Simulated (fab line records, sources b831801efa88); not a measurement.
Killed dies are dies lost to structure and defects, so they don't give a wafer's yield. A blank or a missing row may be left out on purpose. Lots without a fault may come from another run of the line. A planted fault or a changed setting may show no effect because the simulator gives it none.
fab line records | flow gf180mcu
record lots=5 wafers=15 last_day=34
route steps=602 shown V1@343 M2@362
lots that met no fault: from a run of the same line without faults
start_h: hours from the record's first day to the start of the lot's first wafer shown | wait_h: hours since the lot's step before | " the same as in the row above | L1.1+2: a row that stands for several wafers | - no value, or no start given | * or withheld: withheld | < > ~ a bound
route shown NAME@n: a module of which the file shows steps, and the number in the route of the first | usual: mean/standard deviation of fault-free wafers | same: alike in all rows | chamber/n: place in a boat | sites: the reading at each site | _std_site: their standard deviation | _edge_site: outer sites' mean less inner sites' | radius_mm: how far each site lies from the wafer's centre | mask NAME#n: copy n | behind: the tool/chamber that last shaped the wafer | hold: why the lot was held/for how many hours/how that ended | device: the transistor (n, p or np) that didn't switch | end of line: the same wafers' tests at the end of the route | a step without rows: its recipe alone | killed: dies lost to structure and defects at the first sort, not the wafer's yield | map: a wafer's dies, x killed, . not, _ none there
set.NAME: the setting as run; set.NAME@STEP: as run at that earlier step | model.NAME: the simulator's own value behind a step, which no gauge read
lots at some steps of the route; a table a step, a row a wafer
services: from which hour (start_h, from the record's first day; less than 0 if before it) a tool's chamber was out of use, for how many hours, and why
## steps
# step GF_V1_COAT_08
# recipe resist=BARC temp_c=withheld time_s=withheld spin_rpm=withheld resist_thk_nm=withheld
# columns lot.wafer tool chamber start_h wait_h
L075.1+3+6 litho_track-01 0 408.09 0.1
L076.2+3+6 litho_track-04 0 418.95 0.1
L081.3+4+5 litho_track-04 0 463.48 0.1
L083.2+4+6 litho_track-03 0 483.57 0.1
L095.2+3+6 litho_track-01 0 580.26 0.1
# step GF_V1_COAT_09
# recipe resist=KrF spin_rpm=withheld resist_thk_nm=1000
# columns lot.wafer tool chamber start_h wait_h
L075.1+3+6 litho_track-01 0 - -
L076.2+3+6 litho_track-04 0 - -
L081.3+4+5 litho_track-04 0 - -
L083.2+4+6 litho_track-03 0 - -
L095.2+3+6 litho_track-01 0 - -
# step GF_V1_SOFTBAKE_10
# recipe temp_c=130 time_s=60 resist=KrF
# usual heater_power_total_W=93.05/0.058
# same time_s=60
# columns lot.wafer tool chamber start_h wait_h heater_power_total_W
L075.1 litho_track-01 0 - - 93.10
L075.3 " 0 " " 93.00
L075.6 " 0 " " 93.04
L076.2 litho_track-04 0 - - 93.07
L076.3 " 0 " " 93.06
L076.6 " 0 " " 93.06
L081.3 litho_track-04 0 - - 92.96
L081.4 " 0 " " 93.03
L081.5 " 0 " " 93.09
L083.2 litho_track-03 0 - - 93.10
L083.4 " 0 " " 93.07
L083.6 " 0 " " 93.12
L095.2 litho_track-01 0 - - 93.06
L095.3 " 0 " " 93.09
L095.6 " 0 " " 93.05
# step GF_V1_EXPOSE_11
# recipe mask_id=Via1 target_cd_nm=260 na=0.68 source_shape=conventional sigma_outer=0.6 dose_mj=38
# usual exposure_dose_mJ_cm2=37.97/0.037 stage_vel_mm_s=499.98/0.24
# columns lot.wafer tool chamber start_h wait_h mask exposure_dose_mJ_cm2 stage_vel_mm_s
L075.1 krf_scanner-02 0 - - Via1#0 37.89 500.20
L075.3 " 0 " " Via1#0 37.99 500.05
L075.6 " 0 " " Via1#0 37.97 500.05
L076.2 krf_scanner-02 0 - - Via1#0 37.91 499.95
L076.3 " 0 " " Via1#0 37.99 500.32
L076.6 " 0 " " Via1#0 37.93 500.09
L081.3 krf_scanner-02 0 - - Via1#0 38.01 499.78
L081.4 " 0 " " Via1#0 37.92 499.82
L081.5 " 0 " " Via1#0 37.98 499.79
L083.2 krf_scanner-01 0 - - Via1#0 37.94 500.04
L083.4 " 0 " " Via1#0 37.93 500.22
L083.6 " 0 " " Via1#0 37.93 500.50
L095.2 krf_scanner-01 0 - - Via1#0 37.99 500.30
L095.3 " 0 " " Via1#0 37.94 499.78
L095.6 " 0 " " Via1#0 37.87 499.80
# step GF_V1_PEB_12
# recipe peb_temp_c=135 peb_time_s=90 resist=KrF
# usual heater_power_total_W=85.70/0.088
# columns lot.wafer tool chamber start_h wait_h heater_power_total_W
L075.1 litho_track-04 0 - - 85.67
L075.3 " 0 " " 85.73
L075.6 " 0 " " 85.76
L076.2 litho_track-01 0 - - 85.84
L076.3 " 0 " " 85.67
L076.6 " 0 " " 85.71
L081.3 litho_track-04 0 - - 85.62
L081.4 " 0 " " 85.56
L081.5 " 0 " " 85.76
L083.2 litho_track-04 0 - - 85.65
L083.4 " 0 " " 85.80
L083.6 " 0 " " 85.81
L095.2 litho_track-03 0 - - 85.64
L095.3 " 0 " " 85.50
L095.6 " 0 " " 85.64
# step GF_V1_DEVELOP_13
# recipe develop_time_s=60 resist=KrF dev_temp_c=21
# columns lot.wafer tool chamber start_h wait_h
L075.1+3+6 litho_track-04 0 419.88 0.2
L076.2+3+6 litho_track-01 0 430.86 0.2
L081.3+4+5 litho_track-04 0 475.57 0.1
L083.2+4+6 litho_track-04 0 495.70 0.2
L095.2+3+6 litho_track-03 0 591.32 0.2
# step GF_V1_CD_MEAS_14
# recipe target_cd_nm=260
# usual cd_nm=260.3/1.4
# columns lot.wafer tool chamber start_h wait_h cd_nm
L075.1 cd_sem-01 - 420.03 0.1 258.4
L075.3 " - " " 258.4
L075.6 " - " " 258.8
L076.2 cd_sem-01 - 431.01 0.1 261.8
L076.3 " - " " 261.2
L076.6 " - " " 261.5
L081.3 cd_sem-02 - 475.71 0.1 260.1
L081.4 " - " " 261.7
L081.5 " - " " 261.6
L083.2 cd_sem-02 - 495.84 0.1 261.1
L083.4 " - " " 261.0
L083.6 " - " " 261.8
L095.2 cd_sem-02 - 591.46 0.1 257.7
L095.3 " - " " 257.5
L095.6 " - " " 258.9
# step GF_V1_OVL_MEAS_15
# usual V1_OVL=-2/5.3
# columns lot.wafer tool chamber start_h wait_h V1_OVL[nm]
L075.1 overlay-01 - 420.15 0.1 -7
L075.3 " - " " -1
L075.6 " - " " -2
L076.2 overlay-01 - 431.11 0.1 -3
L076.3 " - " " -1
L076.6 " - " " 1
L081.3 overlay-02 - 475.81 0.1 -3
L081.4 " - " " -4
L081.5 " - " " 1
L083.2 overlay-01 - 495.95 0.1 6
L083.4 " - " " 5
L083.6 " - " " 4
L095.2 overlay-01 - 591.57 0.1 0
L095.3 " - " " -2
L095.6 " - " " -1
# step GF_V1_ETCH_16
# recipe chemistry=N2/H2 target_depth_a=withheld overetch_a=withheld time_s=withheld target=BARC ion_energy_ev=200 source_w=500 bias_w=100 pressure_mtorr=30 n2_flow_sccm=100 h2_flow_sccm=200
# usual drypump_motor_current_A=5.70/0.28 oes_product_au=0.854/0.0054 throttle_valve_pct=13.223/0.0092
# columns lot.wafer tool chamber start_h wait_h drypump_motor_current_A oes_product_au throttle_valve_pct
L075.1 rie_diel-02 3 420.18 0.0 5.74 0.854 13.222
L075.3 " 1 " " 5.42 0.850 13.207
L075.6 " 2 " " 5.49 0.846 13.215
L076.2 rie_diel-04 2 431.14 0.0 5.53 0.850 13.226
L076.3 " 0 " " 6.15 0.850 13.221
L076.6 " 0 " " 6.08 0.850 13.214
L081.3 rie_diel-02 3 475.83 0.0 5.74 0.851 13.219
L081.4 " 0 " " 5.81 0.862 13.237
L081.5 " 1 " " 5.41 0.852 13.212
L083.2 rie_diel-04 0 495.98 0.0 6.11 0.855 13.202
L083.4 " 1 " " 6.15 0.864 13.221
L083.6 " 3 " " 5.73 0.862 13.224
L095.2 rie_diel-03 1 591.60 0.0 6.23 0.854 13.210
L095.3 " 3 " " 5.39 0.865 13.219
L095.6 " 0 " " 5.44 0.855 13.231
# step GF_V1_ETCH_17
# recipe chemistry=C4F8/O2/Ar mask_material=KrF target=SiO2 stop_on=TiN source_w=1500 bias_w=1200 pressure_mtorr=40 c4f8_flow_sccm=withheld O2_flow_sccm=6 Ar_flow_sccm=300 time_s=withheld target_depth_a=6300
# usual oes_product_au=0.855/0.0048
# columns lot.wafer tool chamber start_h wait_h oes_product_au
L075.1 rie_diel-02 3 - - 0.855
L075.3 " 1 " " 0.848
L075.6 " 2 " " 0.848
L076.2 rie_diel-04 2 - - 0.857
L076.3 " 0 " " 0.860
L076.6 " 0 " " 0.860
L081.3 rie_diel-02 3 - - 0.857
L081.4 " 0 " " 0.860
L081.5 " 1 " " 0.856
L083.2 rie_diel-04 0 - - 0.850
L083.4 " 1 " " 0.852
L083.6 " 3 " " 0.854
L095.2 rie_diel-03 1 - - 0.856
L095.3 " 3 " " 0.858
L095.6 " 0 " " 0.857
# step GF_V1_STRIP_18
# recipe chemistry=O2/N2 power_w=1400 pressure_mtorr=1500 platen_temp_c=250 o2_flow_sccm=3000 n2_flow_sccm=300 overash_fraction=0.5
# usual drypump_motor_current_A=5.7/0.55 heater_power_w=354/41 oes_product_au=0.592/0.0047
# columns lot.wafer tool chamber start_h wait_h drypump_motor_current_A heater_power_w oes_product_au rf_hours_counter_h
L075.1 plasma_asher-03 1 420.31 - 5.9 319 0.590 61
L075.3 " 1 " " 5.9 315 0.597 -
L075.6 " 1 " " 5.9 325 0.585 -
L076.2 plasma_asher-04 1 431.27 - 5.1 359 0.598 80
L076.3 " 1 " " 5.1 363 0.598 -
L076.6 " 1 " " 5.1 361 0.592 -
L081.3 plasma_asher-03 0 475.99 - 5.0 314 0.587 -
L081.4 " 1 " " 5.9 325 0.591 -
L081.5 " 0 " " 4.9 321 0.590 -
L083.2 plasma_asher-03 1 496.11 - 5.9 325 0.596 69
L083.4 " 1 " " 5.9 325 0.588 -
L083.6 " 0 " " 5.0 317 0.595 -
L095.2 plasma_asher-04 1 591.73 - 5.1 368 0.589 98
L095.3 " 1 " " 5.1 370 0.597 -
L095.6 " 1 " " 5.1 367 0.591 -
# step GF_V1_STRIP_19
# recipe chemistry=post_etch_residue_remover time_s=1200 temp_c=72.5
# same time_s=1200
# columns lot.wafer tool chamber start_h wait_h
L075.1+3+6 wet_bench-04 3 420.41 0.1
L076.2+3+6 wet_bench-01 1 431.37 0.1
L081.3+4+5 wet_bench-02 1 476.06 0.0
L083.2+4+6 wet_bench-02 0 496.21 0.1
L095.2+3+6 wet_bench-01 1 591.83 0.1
# step GF_V1_CLEAN_20
# recipe chemistry=DIW dry=n2_spin
# columns lot.wafer tool chamber start_h wait_h
L075.1+3+6 wet_bench-01 0 420.75 0.0
L076.2+3+6 wet_bench-02 2 431.71 0.0
L081.3+4+5 wet_bench-01 3 476.40 0.0
L083.2+4+6 wet_bench-04 3 496.55 0.0
L095.2+3+6 wet_bench-02 0 592.17 0.0
# step GF_V1_SPUTTER_21
# recipe material=Ti target_thk_nm=15 chamber_pressure_pa=5 power_w=2500 substrate_temp_c=200 time_s=80.02
# usual chamber_pressure_pa=4.999/0.011 throttle_valve_pct=29.8/0.59
# same time_s=80.02
# columns lot.wafer tool chamber start_h wait_h chamber_pressure_pa throttle_valve_pct
L075.1 pvd_sputter-01 - 420.84 0.0 5.002 29.6
L075.3 " - " " 5.013 30.1
L075.6 " - " " 4.992 29.9
L076.2 pvd_sputter-01 - 431.81 0.0 4.979 30.1
L076.3 " - " " 4.988 30.3
L076.6 " - " " 4.983 30.0
L081.3 pvd_sputter-01 - 476.60 0.0 4.975 29.8
L081.4 " - " " 4.994 30.3
L081.5 " - " " 4.992 29.7
L083.2 pvd_sputter-03 - 496.73 0.0 5.003 29.6
L083.4 " - " " 4.999 29.9
L083.6 " - " " 5.011 30.4
L095.2 pvd_sputter-04 - 592.26 0.0 4.995 27.9
L095.3 " - " " 5.002 30.4
L095.6 " - " " 4.995 29.2
# step GF_V1_SPUTTER_22
# recipe material=TiN target_thk_nm=10 chamber_pressure_pa=5 power_w=4000 time_s=40
# usual chamber_pressure_pa=5.001/0.01 throttle_valve_pct=29.8/0.58
# same time_s=40
# columns lot.wafer tool chamber start_h wait_h chamber_pressure_pa throttle_valve_pct
L075.1 pvd_sputter-01 - 420.91 0.0 5.008 30.0
L075.3 " - " " 5.007 30.2
L075.6 " - " " 4.989 29.9
L076.2 pvd_sputter-01 - 431.87 0.0 4.999 29.8
L076.3 " - " " 4.987 30.3
L076.6 " - " " 5.017 30.2
L081.3 pvd_sputter-01 - 476.66 0.0 4.992 30.0
L081.4 " - " " 4.992 30.2
L081.5 " - " " 4.989 30.1
L083.2 pvd_sputter-03 - 496.80 0.0 5.012 30.2
L083.4 " - " " 4.996 29.8
L083.6 " - " " 5.007 30.2
L095.2 pvd_sputter-04 - 592.32 0.0 5.023 28.2
L095.3 " - " " 5.012 30.7
L095.6 " - " " 5.014 29.1
# step GF_V1_CVD_23
# recipe material=W target_thk_nm=350 time_s=105.05 temp_c=400 pressure_torr=40
# usual heater_power_w=779/77
# same time_s=105.05
# columns lot.wafer tool chamber start_h wait_h heater_power_w since_wet_clean_h
L075.1 cvd_w-02 1 420.94 0.0 762 17
L075.3 " 1 " " 782 -
L075.6 " 0 " " 900 -
L076.2 cvd_w-01 0 431.91 0.0 711 528
L076.3 " 1 " " 742 -
L076.6 " 0 " " 728 -
L081.3 cvd_w-01 0 476.74 0.1 724 -
L081.4 " 1 " " 724 -
L081.5 " 1 " " 729 -
L083.2 cvd_w-02 1 496.83 0.0 774 93
L083.4 " 1 " " 765 -
L083.6 " 0 " " 920 -
L095.2 cvd_w-02 1 592.36 0.0 778 188
L095.3 " 0 " " 918 -
L095.6 " 0 " " 947 -
# step GF_V1_RS_MEAS_24
# recipe thk_meas_gauge=four-point-probe reads=W_of_V1_CVD_23+TiN_of_V1_SPUTTER_22+Ti_of_V1_SPUTTER_21
# usual V1_W_RS=0.327/0.0033
# columns lot.wafer tool chamber start_h wait_h V1_W_RS[ohm/sq]
L075.1 film_metro-03 - 421.06 0.1 0.323
L075.3 " - " " 0.325
L075.6 " - " " 0.331
L076.2 film_metro-04 - 432.04 0.1 0.330
L076.3 " - " " 0.328
L076.6 " - " " 0.337
L081.3 film_metro-04 - 476.85 0.1 0.332
L081.4 " - " " 0.326
L081.5 " - " " 0.324
L083.2 film_metro-02 - 496.97 0.1 0.327
L083.4 " - " " 0.326
L083.6 " - " " 0.328
L095.2 film_metro-03 - 592.49 0.1 0.323
L095.3 " - " " 0.328
L095.6 " - " " 0.324
# step GF_V1_THK_MEAS_25
# recipe thk_meas_gauge=xrf reads=W_of_V1_CVD_23
# usual V1_W_THK=353/6.5
# columns lot.wafer tool chamber start_h wait_h V1_W_THK[nm]
L075.1 film_metro-03 - 421.18 0.1 361
L075.3 " - " " 354
L075.6 " - " " 349
L076.2 film_metro-04 - 432.15 0.1 340
L076.3 " - " " 344
L076.6 " - " " 334
L081.3 film_metro-04 - 476.95 0.1 346
L081.4 " - " " 351
L081.5 " - " " 354
L083.2 film_metro-02 - 497.08 0.1 355
L083.4 " - " " 359
L083.6 " - " " 354
L095.2 film_metro-03 - 592.60 0.1 355
L095.3 " - " " 352
L095.6 " - " " 355
# step GF_V1_CMP_26
# recipe stop_on=SiO2 down_force_psi=3.5 platen_rpm=60 t_overpolish_s=15 target_thk_nm=0 pad_velocity_m_s=0.94248
# usual motor_current_A=10.7/0.79 overpolish_run_s=15.001/0.0091 time_to_endpoint_s=85/3
# columns lot.wafer tool chamber start_h wait_h motor_current_A overpolish_run_s time_to_endpoint_s
L075.3 cmp-01 1 421.34 0.1 10.4 15.002 83
L075.1 " 2 " " 11.4 14.997 91
L075.6 " 0 " " 10.6 15.004 81
L076.2 cmp-02 1 432.20 0.0 11.5 14.996 84
L076.3 " 3 " " 11.4 14.990 84
L076.6 " 2 " " 10.1 15.007 81
L081.3 cmp-01 1 477.04 0.1 10.6 14.985 81
L081.4 " 3 " " 9.3 15.006 88
L081.5 " 0 " " 10.4 15.012 85
L083.4 cmp-02 3 497.13 0.0 10.7 14.981 82
L083.2 " 0 " " 11.0 15.010 84
L083.6 " 3 " " 10.9 14.992 80
L095.2 cmp-01 3 592.70 0.1 9.3 15.006 91
L095.3 " 1 " " 10.9 14.992 84
L095.6 " 3 " " 9.3 14.994 92
# step GF_M2_SPUTTER_00
# recipe material=Ti target_thk_nm=37.5 arriving_ion_energy_ev=80 substrate_temp_c=200 chamber_pressure_pa=2 power_w=4000 time_s=150
# usual chamber_pressure_pa=2.000/0.0041 throttle_valve_pct=29.9/0.9
# same time_s=150
# columns lot.wafer tool chamber start_h wait_h chamber_pressure_pa throttle_valve_pct
L075.1 pvd_sputter-04 - 421.54 0.1 2.003 28.8
L075.3 " - " " 1.998 28.3
L075.6 " - " " 1.995 28.2
L076.2 pvd_sputter-04 - 432.50 0.2 2.001 30.6
L076.3 " - " " 2.001 31.1
L076.6 " - " " 1.994 30.6
L081.3 pvd_sputter-02 - 477.29 0.2 1.997 30.1
L081.4 " - " " 2.003 29.7
L081.5 " - " " 2.000 31.0
L083.2 pvd_sputter-01 - 497.43 0.2 2.006 29.9
L083.4 " - " " 1.993 29.0
L083.6 " - " " 1.997 29.0
L095.2 pvd_sputter-02 - 592.95 0.2 1.997 29.5
L095.3 " - " " 1.997 31.2
L095.6 " - " " 2.002 29.5
# step GF_M2_SPUTTER_01
# recipe material=TiN target_thk_nm=30 power_w=6500 time_s=25 chamber_pressure_pa=0.4
# usual chamber_pressure_pa=0.4000/0.00083 throttle_valve_pct=29.9/0.9
# same time_s=25
# columns lot.wafer tool chamber start_h wait_h chamber_pressure_pa throttle_valve_pct
L075.1 pvd_sputter-04 - 421.64 0.1 0.4005 28.7
L075.3 " - " " 0.3992 28.1
L075.6 " - " " 0.3987 28.0
L076.2 pvd_sputter-04 - 432.60 0.1 0.4005 30.8
L076.3 " - " " 0.4002 31.3
L076.6 " - " " 0.4005 30.7
L081.3 pvd_sputter-02 - 477.39 0.1 0.3996 30.2
L081.4 " - " " 0.3994 29.2
L081.5 " - " " 0.3999 31.0
L083.2 pvd_sputter-01 - 497.53 0.1 0.3993 29.9
L083.4 " - " " 0.4002 29.4
L083.6 " - " " 0.4000 29.1
L095.2 pvd_sputter-02 - 593.05 0.1 0.3998 29.3
L095.3 " - " " 0.3999 30.9
L095.6 " - " " 0.3999 29.4
# step GF_M2_SPUTTER_02
# recipe material=AlCu target_thk_nm=450 power_w=10600 time_s=23.9 chamber_pressure_pa=0.4
# usual chamber_pressure_pa=0.4000/0.00078 throttle_valve_pct=29.9/0.91
# same time_s=23.9
# columns lot.wafer tool chamber start_h wait_h chamber_pressure_pa throttle_valve_pct
L075.1 pvd_sputter-04 - 421.67 0.0 0.4019 28.9
L075.3 " - " " 0.4018 28.2
L075.6 " - " " 0.3995 28.3
L076.2 pvd_sputter-04 - 432.63 0.0 0.3986 30.6
L076.3 " - " " 0.4001 31.1
L076.6 " - " " 0.3995 31.2
L081.3 pvd_sputter-02 - 477.42 0.0 0.4000 30.2
L081.4 " - " " 0.3999 29.5
L081.5 " - " " 0.4003 31.1
L083.2 pvd_sputter-01 - 497.56 0.0 0.4008 29.7
L083.4 " - " " 0.3999 29.1
L083.6 " - " " 0.4002 29.1
L095.2 pvd_sputter-02 - 593.08 0.0 0.4004 29.8
L095.3 " - " " 0.3985 31.3
L095.6 " - " " 0.4009 29.4
# step GF_M2_SPUTTER_03
# recipe material=Ti target_thk_nm=10 substrate_temp_c=300 chamber_pressure_pa=0.3 power_w=3000 time_s=6.7
# usual chamber_pressure_pa=0.3000/0.00057 throttle_valve_pct=29.9/0.89
# same time_s=6.7
# columns lot.wafer tool chamber start_h wait_h chamber_pressure_pa throttle_valve_pct
L075.1 pvd_sputter-04 - 421.70 0.0 0.2999 28.9
L075.3 " - " " 0.2999 28.3
L075.6 " - " " 0.3007 28.4
L076.2 pvd_sputter-04 - 432.66 0.0 0.2996 30.5
L076.3 " - " " 0.2995 31.1
L076.6 " - " " 0.3006 30.4
L081.3 pvd_sputter-02 - 477.45 0.0 0.3007 30.2
L081.4 " - " " 0.2996 29.2
L081.5 " - " " 0.2995 30.9
L083.2 pvd_sputter-01 - 497.59 0.0 0.3002 29.8
L083.4 " - " " 0.2999 28.9
L083.6 " - " " 0.2997 29.0
L095.2 pvd_sputter-02 - 593.11 0.0 0.2988 29.6
L095.3 " - " " 0.3006 31.0
L095.6 " - " " 0.3004 29.6
# step GF_M2_SPUTTER_04
# recipe material=TiN target_thk_nm=50 power_w=6500 time_s=41.7 chamber_pressure_pa=0.4
# usual chamber_pressure_pa=0.3999/0.00071 throttle_valve_pct=29.9/0.91
# same time_s=41.7
# columns lot.wafer tool chamber start_h wait_h chamber_pressure_pa throttle_valve_pct
L075.1 pvd_sputter-04 - 421.72 0.0 0.4000 29.1
L075.3 " - " " 0.4005 27.9
L075.6 " - " " 0.3992 28.1
L076.2 pvd_sputter-04 - 432.68 0.0 0.3996 30.4
L076.3 " - " " 0.4005 31.2
L076.6 " - " " 0.4002 30.6
L081.3 pvd_sputter-02 - 477.47 0.0 0.4009 30.2
L081.4 " - " " 0.3999 29.5
L081.5 " - " " 0.3996 31.2
L083.2 pvd_sputter-01 - 497.61 0.0 0.3993 30.1
L083.4 " - " " 0.4002 29.1
L083.6 " - " " 0.3989 29.2
L095.2 pvd_sputter-02 - 593.13 0.0 0.3994 29.5
L095.3 " - " " 0.3993 31.4
L095.6 " - " " 0.3989 29.4
# step GF_M2_RS_MEAS_05
# recipe thk_meas_gauge=four-point-probe reads=TiN_of_M2_SPUTTER_04+Ti_of_M2_SPUTTER_03+AlCu_of_M2_SPUTTER_02+TiN_of_M2_SPUTTER_01+Ti_of_M2_SPUTTER_00
# usual M2_ALCU_RS=0.0699/0.00075
# columns lot.wafer tool chamber start_h wait_h M2_ALCU_RS[ohm/sq]
L075.1 film_metro-04 - 421.76 0.0 0.0706
L075.3 " - " " 0.0705
L075.6 " - " " 0.0700
L076.2 film_metro-03 - 432.74 0.0 0.0693
L076.3 " - " " 0.0694
L076.6 " - " " 0.0691
L081.3 film_metro-03 - 477.55 0.1 0.0699
L081.4 " - " " 0.0703
L081.5 " - " " 0.0707
L083.2 film_metro-04 - 497.67 0.0 0.0696
L083.4 " - " " 0.0694
L083.6 " - " " 0.0690
L095.2 film_metro-01 - 593.19 0.0 0.0694
L095.3 " - " " 0.0695
L095.6 " - " " 0.0705
# step GF_M2_THK_MEAS_06
# recipe thk_meas_gauge=xrf reads=AlCu_of_M2_SPUTTER_02
# usual M2_ALCU_THK=442/4.7
# columns lot.wafer tool chamber start_h wait_h M2_ALCU_THK[nm]
L075.1 film_metro-04 - 421.88 0.1 438
L075.3 " - " " 438
L075.6 " - " " 440
L076.2 film_metro-03 - 432.85 0.1 442
L076.3 " - " " 444
L076.6 " - " " 444
L081.3 film_metro-03 - 477.65 0.1 440
L081.4 " - " " 438
L081.5 " - " " 436
L083.2 film_metro-04 - 497.78 0.1 447
L083.4 " - " " 446
L083.6 " - " " 449
L095.2 film_metro-01 - 593.30 0.1 443
L095.3 " - " " 444
L095.6 " - " " 437
# step GF_M2_DEHYDRATE_07
# recipe temp_c=200 time_s=60
# usual heater_power_total_W=160.38/0.13
# same time_s=60
# columns lot.wafer tool chamber start_h wait_h heater_power_total_W
L075.1 litho_track-02 0 433.67 11.8 160.40
L075.3 " 0 " " 160.16
L075.6 " 0 " " 160.40
L076.2 litho_track-04 0 443.75 10.9 160.45
L076.3 " 0 " " 160.50
L076.6 " 0 " " 160.40
L081.3 litho_track-01 0 489.04 11.4 160.43
L081.4 " 0 " " 160.37
L081.5 " 0 " " 160.18
L083.2 litho_track-04 0 509.25 11.5 160.44
L083.4 " 0 " " 160.45
L083.6 " 0 " " 160.31
L095.2 litho_track-02 0 603.00 9.7 160.25
L095.3 " 0 " " 160.61
L095.6 " 0 " " 160.56
# step GF_M2_HMDS_08
# recipe prime_time_s=60 prime_temp_c=120
# columns lot.wafer tool chamber start_h wait_h
L075.1+3+6 litho_track-02 0 433.82 0.1
L076.2+3+6 litho_track-04 0 443.90 0.1
L081.3+4+5 litho_track-01 0 489.19 0.1
L083.2+4+6 litho_track-04 0 509.40 0.1
L095.2+3+6 litho_track-02 0 603.15 0.1
# step GF_M2_COAT_09
# recipe resist=KrF spin_rpm=withheld resist_thk_nm=1000
# columns lot.wafer tool chamber start_h wait_h
L075.1+3+6 litho_track-02 0 433.97 0.1
L076.2+3+6 litho_track-04 0 444.05 0.1
L081.3+4+5 litho_track-01 0 489.34 0.1
L083.2+4+6 litho_track-04 0 509.55 0.1
L095.2+3+6 litho_track-02 0 603.30 0.1
# step GF_M2_SOFTBAKE_10
# recipe temp_c=130 time_s=60 resist=KrF
# usual heater_power_total_W=93.05/0.059
# same time_s=60
# columns lot.wafer tool chamber start_h wait_h heater_power_total_W
L075.1 litho_track-02 0 434.12 0.1 93.09
L075.3 " 0 " " 93.05
L075.6 " 0 " " 93.08
L076.2 litho_track-04 0 444.20 0.1 92.90
L076.3 " 0 " " 93.04
L076.6 " 0 " " 93.04
L081.3 litho_track-01 0 489.49 0.1 93.06
L081.4 " 0 " " 93.06
L081.5 " 0 " " 93.06
L083.2 litho_track-04 0 509.70 0.1 92.98
L083.4 " 0 " " 93.05
L083.6 " 0 " " 93.05
L095.2 litho_track-02 0 603.45 0.1 93.12
L095.3 " 0 " " 93.00
L095.6 " 0 " " 93.11
# step GF_M2_EXPOSE_11
# recipe mask_id=Metal2 target_cd_nm=280 na=0.68 source_shape=conventional sigma_outer=0.6 dose_mj=28
# usual exposure_dose_mJ_cm2=27.973/0.03 stage_vel_mm_s=499.99/0.23
# columns lot.wafer tool chamber start_h wait_h mask exposure_dose_mJ_cm2 stage_vel_mm_s
L075.1 krf_scanner-02 0 - - Metal2#0 27.996 499.53
L075.3 " 0 " " Metal2#0 27.986 499.98
L075.6 " 0 " " Metal2#0 28.027 499.84
L076.2 krf_scanner-01 0 - - Metal2#0 27.930 499.91
L076.3 " 0 " " Metal2#0 27.945 499.98
L076.6 " 0 " " Metal2#0 27.921 499.56
L081.3 krf_scanner-02 0 - - Metal2#0 28.068 500.17
L081.4 " 0 " " Metal2#0 28.046 500.34
L081.5 " 0 " " Metal2#0 28.069 499.83
L083.2 krf_scanner-02 0 - - Metal2#0 27.926 500.23
L083.4 " 0 " " Metal2#0 27.935 500.00
L083.6 " 0 " " Metal2#0 27.936 499.57
L095.2 krf_scanner-02 0 - - Metal2#0 27.966 499.90
L095.3 " 0 " " Metal2#0 28.000 500.02
L095.6 " 0 " " Metal2#0 28.008 499.66
# step GF_M2_PEB_12
# recipe peb_temp_c=135 peb_time_s=90 resist=KrF
# usual heater_power_total_W=85.69/0.085
# columns lot.wafer tool chamber start_h wait_h heater_power_total_W
L075.1 litho_track-02 0 - - 85.78
L075.3 " 0 " " 85.69
L075.6 " 0 " " 85.71
L076.2 litho_track-02 0 - - 85.73
L076.3 " 0 " " 85.66
L076.6 " 0 " " 85.61
L081.3 litho_track-02 0 - - 85.70
L081.4 " 0 " " 85.65
L081.5 " 0 " " 85.65
L083.2 litho_track-04 0 - - 85.72
L083.4 " 0 " " 85.57
L083.6 " 0 " " 85.66
L095.2 litho_track-04 0 - - 85.61
L095.3 " 0 " " 85.67
L095.6 " 0 " " 85.76
# step GF_M2_DEVELOP_13
# recipe develop_time_s=60 dev_temp_c=21
# columns lot.wafer tool chamber start_h wait_h
L075.1+3+6 litho_track-02 0 445.42 0.2
L076.2+3+6 litho_track-02 0 456.50 0.2
L081.3+4+5 litho_track-02 0 500.97 0.1
L083.2+4+6 litho_track-04 0 520.85 0.2
L095.2+3+6 litho_track-04 0 613.60 0.2
# step GF_M2_CD_MEAS_14
# recipe target_cd_nm=280
# usual cd_nm=280.2/1.2
# columns lot.wafer tool chamber start_h wait_h cd_nm
L075.1 cd_sem-01 - 445.67 0.2 278.2
L075.3 " - " " 279.7
L075.6 " - " " 278.8
L076.2 cd_sem-01 - 456.64 0.1 279.3
L076.3 " - " " 279.8
L076.6 " - " " 278.1
L081.3 cd_sem-02 - 501.11 0.1 282.1
L081.4 " - " " 281.2
L081.5 " - " " 281.2
L083.2 cd_sem-01 - 520.99 0.1 280.9
L083.4 " - " " 280.4
L083.6 " - " " 280.3
L095.2 cd_sem-02 - 613.74 0.1 279.5
L095.3 " - " " 278.4
L095.6 " - " " 278.9
# step GF_M2_OVL_MEAS_15
# usual M2_OVL=3/5
# columns lot.wafer tool chamber start_h wait_h M2_OVL[nm]
L075.1 overlay-01 - 445.79 0.1 -1
L075.3 " - " " 6
L075.6 " - " " -2
L076.2 overlay-01 - 456.75 0.1 4
L076.3 " - " " 7
L076.6 " - " " 8
L081.3 overlay-02 - 501.20 0.1 -2
L081.4 " - " " -3
L081.5 " - " " 6
L083.2 overlay-02 - 521.10 0.1 10
L083.4 " - " " 6
L083.6 " - " " 7
L095.2 overlay-01 - 613.85 0.1 0
L095.3 " - " " -1
L095.6 " - " " -11
## services
# columns tool chamber start_h hours kind
krf_scanner-01 - 384.40 7.2 pm
cvd_w-02 - 390.00 14.0 pm
krf_scanner-02 - 390.32 11.8 repair
krf_scanner-01 - 396.63 1.3 repair
krf_scanner-01 - 402.17 1.3 pm
krf_scanner-01 - 403.47 1.0 pm
cmp-01 - 404.14 4.0 pm
cmp-01 - 406.87 0.6 repair
krf_scanner-02 - 409.36 0.8 pm
cmp-01 - 412.35 3.8 repair
rie_diel-04 0 429.38 1.7 repair
krf_scanner-01 - 453.56 0.8 pm
rie_diel-04 - 463.58 14.6 pm
krf_scanner-02 - 465.47 1.0 pm
cmp-01 - 490.35 1.3 repair
rie_diel-02 1 494.51 3.1 repair
pvd_sputter-01 - 505.61 6.3 repair
cmp-01 - 515.84 4.2 repair
rie_diel-04 1 516.08 8.9 repair
pvd_sputter-04 - 516.60 1.7 repair
krf_scanner-02 - 517.71 1.3 pm
rie_diel-04 0 541.03 2.7 repair
krf_scanner-02 - 578.23 0.8 pm
pvd_sputter-01 - 610.56 1.6 repair
## key
fault none
